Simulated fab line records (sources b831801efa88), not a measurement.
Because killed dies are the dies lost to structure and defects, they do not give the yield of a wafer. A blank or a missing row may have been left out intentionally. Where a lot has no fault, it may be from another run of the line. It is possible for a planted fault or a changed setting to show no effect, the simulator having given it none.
The tool behind it: which one?    flow gf180mcu    7 lots with 21 wafers sampled at 2 steps, on a route of 602 steps

WHAT EACH GAUGE READ, for each wafer
GF_V5_BOW_MEAS_05.
lot   measured      on            V5_BOW (um)
L265  day 26 14:35  filmMetro-02  138 135 140
L267  day 27 02:11  filmMetro-03  136 136 119
L270  day 28 05:43  filmMetro-03  133 124 140
L272  day 28 21:28  filmMetro-03  126 138 124
L276  day 29 23:55  filmMetro-03  149 139 149
L277  day 30 10:23  filmMetro-01  129 130 150
L286  day 32 19:23  filmMetro-02  118 131 128

TOOL THAT RAN EACH LOT (tool first, then ch and the chambers of the sampled wafers, then the start)
lot   GF_SAB_WET_ETCH_12
L265  wetBench-01 ch 3, day 15 09:29
L267  wetBench-01 ch 0, day 15 22:32
L270  wetBench-03 ch 1, day 17 08:02
L272  wetBench-01 ch 3, day 18 00:09
L276  wetBench-01 ch 2, day 19 10:05
L277  wetBench-01 ch 0, day 19 21:44
L286  wetBench-01 ch 0, day 23 03:44
- GF_SAB_WET_ETCH_12: etches SiO2 in dHF, target depth 22 nm, time 440 s.

THE ANSWER, worked out from the rows above alone
Rule: the usual values come from the lots themselves. Put in order of their means at a reading, lots are off if they are a third of the lots or fewer, leave a main group of 4 or more, and stand apart from it by a gap of 3 or more times the standard deviation of the main group's means; of several such gaps the widest counts. Not used: any main group whose means are identical at the precision the tables above print for the reading. Also off: a lot with no number at a reading for which 4 or more lots have one. All remaining lots with rows at the step are treated as sound.
No lot is off on any of the readings shown, so nothing can be concluded from this.

WHAT THE SIMULATOR HAD INSERTED
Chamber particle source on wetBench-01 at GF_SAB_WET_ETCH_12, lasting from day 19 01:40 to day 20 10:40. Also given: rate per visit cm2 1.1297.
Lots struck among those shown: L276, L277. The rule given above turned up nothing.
